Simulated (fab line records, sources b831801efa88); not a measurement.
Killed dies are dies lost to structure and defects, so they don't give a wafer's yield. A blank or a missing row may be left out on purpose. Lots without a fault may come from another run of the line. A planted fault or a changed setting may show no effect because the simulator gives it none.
Which tool did it? | flow gf180mcu | 24 lots, 72 wafers sampled, at 5 steps of a route of 602

WHAT THE GAUGES READ, wafer by wafer
GF_HV_LDD_CD_MEAS_46: target cd 400 nm. Usual: cd_nm 400.9 nm, standard deviation 1.9.
lot  | measured     | on        | cd_nm (nm)        | flag
L074 | day 12 03:10 | cd_sem-01 | 400.1 400.7 401.4 |
L075 | day 12 17:22 | cd_sem-01 | 400.8 401.8 399.3 |
L076 | day 12 23:53 | cd_sem-01 | 399.5 400.1 401.9 |
L077 | day 13 04:08 | cd_sem-01 | 405.3 402.7 404.0 |
L078 | day 13 10:22 | cd_sem-02 | 398.8 399.6 398.1 |
L079 | day 14 03:05 | cd_sem-02 | 401.6 401.8 402.2 |
L080 | day 14 05:28 | cd_sem-01 | 401.5 397.4 400.4 |
L081 | day 14 13:46 | cd_sem-02 | 400.7 398.7 399.8 |
L082 | day 14 22:43 | cd_sem-02 | 398.1 398.8 398.3 |
L083 | day 15 08:25 | cd_sem-02 | 401.9 401.0 401.3 |
L084 | day 15 17:36 | cd_sem-02 | 402.9 402.8 401.3 |
L085 | day 16 03:01 | cd_sem-02 | 396.1 397.8 398.5 |
L086 | day 16 05:56 | cd_sem-02 | 398.2 400.8 399.4 |
L087 | day 16 23:12 | cd_sem-02 | 402.8 404.0 399.8 |
L088 | day 17 08:49 | cd_sem-02 | 400.2 400.5 398.0 |
L089 | day 17 13:23 | cd_sem-01 | 400.9 401.0 403.0 |
L090 | day 17 21:36 | cd_sem-02 | 403.6 402.8 404.2 |
L091 | day 18 04:55 | cd_sem-02 | 402.8 405.1 402.4 |
L092 | day 18 19:06 | cd_sem-01 | 399.7 399.2 399.5 |
L093 | day 18 23:20 | cd_sem-01 | 400.0 401.6 401.0 |
L094 | day 19 10:34 | cd_sem-01 | 401.8 401.5 401.8 |
L095 | day 19 15:41 | cd_sem-01 | 399.4 400.9 399.9 |
L096 | day 19 17:32 | cd_sem-02 | 399.0 398.4 398.1 |
L097 | day 20 02:21 | cd_sem-02 | 402.9 402.7 404.7 |

GF_V2_THK_MEAS_03. Usual: V2_CVD_02_THK 850 nm, standard deviation 13.
lot  | measured     | on            | V2_CVD_02_THK (nm) | flag
L074 | day 19 00:01 | film_metro-04 | 866 874 866        |
L075 | day 19 14:59 | film_metro-03 | 855 833 856        |
L076 | day 19 23:14 | film_metro-04 | 831 849 862        |
L077 | day 20 05:50 | film_metro-04 | 846 862 846        |
L078 | day 20 10:41 | film_metro-02 | 831 850 839        |
L079 | day 21 07:35 | film_metro-04 | 829 847 848        |
L080 | day 21 09:47 | film_metro-02 | 857 842 842        |
L081 | day 21 18:44 | film_metro-03 | 822 847 844        |
L082 | day 22 05:26 | film_metro-03 | 865 855 868        |
L083 | day 22 15:41 | film_metro-03 | 838 865 850        |
L084 | day 23 01:04 | film_metro-03 | 849 856 866        |
L085 | day 23 11:14 | film_metro-03 | 849 864 858        |
L086 | day 23 14:42 | film_metro-04 | 852 834 843        |
L087 | day 24 07:48 | film_metro-04 | 848 848 841        |
L088 | day 24 15:30 | film_metro-02 | 843 854 847        |
L089 | day 24 20:50 | film_metro-03 | 861 871 872        |
L090 | day 25 03:02 | film_metro-04 | 824 834 841        |
L091 | day 25 11:40 | film_metro-03 | 840 861 851        |
L092 | day 25 23:56 | film_metro-02 | 837 834 842        |
L093 | day 26 03:39 | film_metro-03 | 828 824 845        |
L094 | day 26 12:36 | film_metro-04 | 851 861 878        |
L095 | day 26 16:40 | film_metro-03 | 867 856 872        |
L096 | day 26 19:10 | film_metro-02 | 841 846 835        |
L097 | day 27 02:08 | film_metro-04 | 852 862 874        |

WHICH TOOL RAN EACH LOT (tool, then ch and the chambers of the sampled wafers, then the start)
lot  | GF_POLY_GATE_STRIP_14                | GF_CONTACT_STRIP_18                  | GF_V1_CVD_23
L074 | plasma_asher-03 ch 0,1, day 9 00:49  | plasma_asher-02 ch 0,1, day 15 20:54 | cvd_w-02 ch 0,1, day 17 21:54
L075 | plasma_asher-04 ch 0,1, day 9 13:28  | plasma_asher-01 ch 0,1, day 16 11:35 | cvd_w-01 ch 1, day 18 12:48
L076 | plasma_asher-01 ch 0,1, day 9 17:47  | plasma_asher-03 ch 0,1, day 16 19:08 | cvd_w-01 ch 0, day 18 21:40
L077 | plasma_asher-01 ch 0,1, day 9 22:01  | plasma_asher-01 ch 0,1, day 17 00:38 | cvd_w-02 ch 0,1, day 19 04:01
L078 | plasma_asher-01 ch 1, day 10 04:23   | plasma_asher-03 ch 1, day 17 05:57   | cvd_w-02 ch 0,1, day 19 08:33
L079 | plasma_asher-04 ch 0,1, day 10 17:17 | plasma_asher-01 ch 0,1, day 18 02:07 | cvd_w-02 ch 0,1, day 20 05:28
L080 | plasma_asher-01 ch 0,1, day 10 21:07 | plasma_asher-01 ch 0,1, day 18 04:01 | cvd_w-01 ch 0,1, day 20 08:09
L081 | plasma_asher-01 ch 0,1, day 11 03:16 | plasma_asher-03 ch 0,1, day 18 12:38 | cvd_w-01 ch 0,1, day 20 16:58
L082 | plasma_asher-04 ch 0,1, day 11 10:19 | plasma_asher-02 ch 0, day 18 23:55   | cvd_w-01 ch 1, day 21 04:12
L083 | plasma_asher-03 ch 0,1, day 11 21:05 | plasma_asher-03 ch 0,1, day 19 10:16 | cvd_w-01 ch 0,1, day 21 14:29
L084 | plasma_asher-03 ch 0,1, day 12 04:52 | plasma_asher-03 ch 0,1, day 19 21:33 | cvd_w-02 ch 0,1, day 22 00:12
L085 | plasma_asher-01 ch 1, day 12 11:07   | plasma_asher-01 ch 0,1, day 20 06:36 | cvd_w-01 ch 0, day 22 10:33
L086 | plasma_asher-03 ch 0,1, day 12 15:43 | plasma_asher-02 ch 0,1, day 20 11:12 | cvd_w-02 ch 0,1, day 22 14:08
L087 | plasma_asher-01 ch 1, day 13 07:58   | plasma_asher-02 ch 0,1, day 21 04:13 | cvd_w-01 ch 0,1, day 23 06:52
L088 | plasma_asher-03 ch 0,1, day 13 15:25 | plasma_asher-02 ch 0,1, day 21 14:14 | cvd_w-02 ch 0,1, day 23 15:57
L089 | plasma_asher-04 ch 0,1, day 13 18:52 | plasma_asher-03 ch 0,1, day 21 19:11 | cvd_w-02 ch 0,1, day 23 21:00
L090 | plasma_asher-03 ch 0,1, day 14 02:52 | plasma_asher-01 ch 0,1, day 22 03:37 | cvd_w-01 ch 0,1, day 24 03:20
L091 | plasma_asher-04 ch 0,1, day 14 08:39 | plasma_asher-01 ch 0,1, day 22 11:41 | cvd_w-02 ch 0,1, day 24 12:12
L092 | plasma_asher-03 ch 0,1, day 14 22:05 | plasma_asher-03 ch 0,1, day 23 00:36 | cvd_w-02 ch 0,1, day 25 01:25
L093 | plasma_asher-04 ch 0,1, day 15 00:55 | plasma_asher-01 ch 0,1, day 23 04:28 | cvd_w-01 ch 0,1, day 25 04:46
L094 | plasma_asher-01 ch 0,1, day 15 11:31 | plasma_asher-03 ch 0,1, day 23 14:58 | cvd_w-01 ch 0,1, day 25 14:13
L095 | plasma_asher-04 ch 0,1, day 15 16:05 | plasma_asher-01 ch 0,1, day 23 19:54 | cvd_w-01 ch 0,1, day 25 18:28
L096 | plasma_asher-01 ch 0,1, day 15 17:02 | plasma_asher-01 ch 0,1, day 23 20:55 | cvd_w-01 ch 0,1, day 25 19:50
L097 | plasma_asher-01 ch 0,1, day 16 01:44 | plasma_asher-01 ch 0,1, day 24 05:56 | cvd_w-02 ch 0, day 26 04:41
- GF_POLY_GATE_STRIP_14: strips in O2/N2.
- GF_CONTACT_STRIP_18: strips in O2/N2.
- GF_V1_CVD_23: deposits W, target thk 350 nm, time 105.05 s.

WHAT THE TOOLS THEMSELVES READ (means of the sampled wafers that have a number; where no wafer has one, the mark that the record gives instead)
GF_POLY_GATE_STRIP_14. Usual: drypump_motor_current_A 5.6 A, standard deviation 0.61; heater_power_w 333 W, standard deviation 32; oes_product_au 0.505 a.u., standard deviation 0.0044.
lot  | tool            | drypump_motor_current_A (A) | heater_power_w (W) | oes_product_au (a.u.) | flag
L074 | plasma_asher-03 | 5.8                         | 328                | 0.502                 |
L075 | plasma_asher-04 | 6.3                         | 312                | 0.506                 |
L076 | plasma_asher-01 | 5.2                         | 358                | 0.502                 |
L077 | plasma_asher-01 | 5.5                         | 342                | 0.504                 |
L078 | plasma_asher-01 | 5.8                         | 333                | 0.509                 |
L079 | plasma_asher-04 | 5.8                         | 338                | 0.504                 |
L080 | plasma_asher-01 | 5.5                         | 347                | 0.507                 |
L081 | plasma_asher-01 | 5.5                         | 341                | 0.503                 |
L082 | plasma_asher-04 | 6.3                         | 313                | 0.506                 |
L083 | plasma_asher-03 | 5.5                         | 307                | 0.510                 |
L084 | plasma_asher-03 | 5.8                         | 331                | 0.508                 |
L085 | plasma_asher-01 | 5.8                         | 336                | 0.505                 |
L086 | plasma_asher-03 | 5.8                         | 330                | 0.505                 |
L087 | plasma_asher-01 | 5.8                         | 330                | 0.505                 |
L088 | plasma_asher-03 | 5.9                         | 331                | 0.505                 |
L089 | plasma_asher-04 | 5.8                         | 341                | 0.503                 |
L090 | plasma_asher-03 | 5.5                         | 305                | 0.506                 |
L091 | plasma_asher-04 | 5.8                         | 341                | 0.508                 |
L092 | plasma_asher-03 | 5.8                         | 332                | 0.507                 |
L093 | plasma_asher-04 | 5.8                         | 335                | 0.506                 |
L094 | plasma_asher-01 | 5.2                         | 347                | 0.501                 |
L095 | plasma_asher-04 | 5.8                         | 334                | 0.502                 |
L096 | plasma_asher-01 | 5.5                         | 344                | 0.504                 |
L097 | plasma_asher-01 | 5.2                         | 349                | 0.505                 |

GF_CONTACT_STRIP_18. Usual: drypump_motor_current_A 5.6 A, standard deviation 0.51; heater_power_w 336 W, standard deviation 27; oes_product_au 0.579 a.u., standard deviation 0.0046.
lot  | tool            | drypump_motor_current_A (A) | heater_power_w (W) | oes_product_au (a.u.) | flag
L074 | plasma_asher-02 | 6.0                         | 334                | 0.580                 |
L075 | plasma_asher-01 | 5.5                         | 342                | 0.577                 |
L076 | plasma_asher-03 | 5.5                         | 306                | 0.583                 |
L077 | plasma_asher-01 | 5.2                         | 352                | 0.576                 |
L078 | plasma_asher-03 | 6.1                         | 349                | 0.581                 |
L079 | plasma_asher-01 | 5.2                         | 349                | 0.580                 |
L080 | plasma_asher-01 | 5.2                         | 358                | 0.580                 |
L081 | plasma_asher-03 | 5.5                         | 309                | 0.582                 |
L082 | plasma_asher-02 | 6.2                         | 353                | 0.576                 |
L083 | plasma_asher-03 | 5.5                         | 313                | 0.579                 |
L084 | plasma_asher-03 | 5.5                         | 304                | 0.577                 |
L085 | plasma_asher-01 | 5.2                         | 353                | 0.576                 |
L086 | plasma_asher-02 | 6.0                         | 334                | 0.581                 |
L087 | plasma_asher-02 | 6.0                         | 332                | 0.582                 |
L088 | plasma_asher-02 | 6.1                         | 341                | 0.582                 |
L089 | plasma_asher-03 | 5.5                         | 306                | 0.578                 |
L090 | plasma_asher-01 | 5.2                         | 353                | 0.577                 |
L091 | plasma_asher-01 | 5.5                         | 346                | 0.575                 |
L092 | plasma_asher-03 | 5.5                         | 306                | 0.578                 |
L093 | plasma_asher-01 | 5.2                         | 355                | 0.577                 |
L094 | plasma_asher-03 | 5.4                         | 304                | 0.578                 |
L095 | plasma_asher-01 | 5.5                         | 349                | 0.581                 |
L096 | plasma_asher-01 | 5.5                         | 339                | 0.577                 |
L097 | plasma_asher-01 | 5.2                         | 349                | 0.576                 |

GF_V1_CVD_23. Usual: heater_power_w 854 W, standard deviation 87; susceptor_temp_C 399.97 C, standard deviation 0.24.
lot  | tool     | heater_power_w (W) | susceptor_temp_C (C) | flag
L074 | cvd_w-02 | 909                | 400.14               |
L075 | cvd_w-01 | 716                | 399.88               |
L076 | cvd_w-01 | 869                | 400.15               |
L077 | cvd_w-02 | 916                | 399.77               |
L078 | cvd_w-02 | 918                | 400.18               |
L079 | cvd_w-02 | 931                | 399.83               |
L080 | cvd_w-01 | 770                | 400.09               |
L081 | cvd_w-01 | 826                | 399.89               |
L082 | cvd_w-01 | 730                | 400.12               |
L083 | cvd_w-01 | 760                | 399.97               |
L084 | cvd_w-02 | 907                | 399.77               |
L085 | cvd_w-01 | 881                | 400.08               |
L086 | cvd_w-02 | 926                | 399.91               |
L087 | cvd_w-01 | 838                | 399.91               |
L088 | cvd_w-02 | 931                | 400.08               |
L089 | cvd_w-02 | 933                | 399.83               |
L090 | cvd_w-01 | 832                | 399.95               |
L091 | cvd_w-02 | 901                | 399.84               |
L092 | cvd_w-02 | 897                | 399.85               |
L093 | cvd_w-01 | 829                | 400.26               |
L094 | cvd_w-01 | 774                | 399.80               |
L095 | cvd_w-01 | 786                | 399.95               |
L096 | cvd_w-01 | 773                | 399.64               |
L097 | cvd_w-02 | 974                | 399.68               |

THE ANSWER, worked out from the rows above alone
Rule: a lot is off if the mean of its wafers that have a number lies more than 3 standard deviations from the usual mean. A lot without any number at a reading at which 4 lots or more have one is off too. The other lots that the step has rows for count as sound. The gauges are gone through in route order, then the tools' own readings, and for those a lot's mean is taken as printed above. The first step at which some lot is off is used, and at that step the reading that is off furthest; a lot without a number counts as furthest.
No lot is off at any reading shown: from this, nothing can be told.

WHAT THE SIMULATOR HAD PUT IN
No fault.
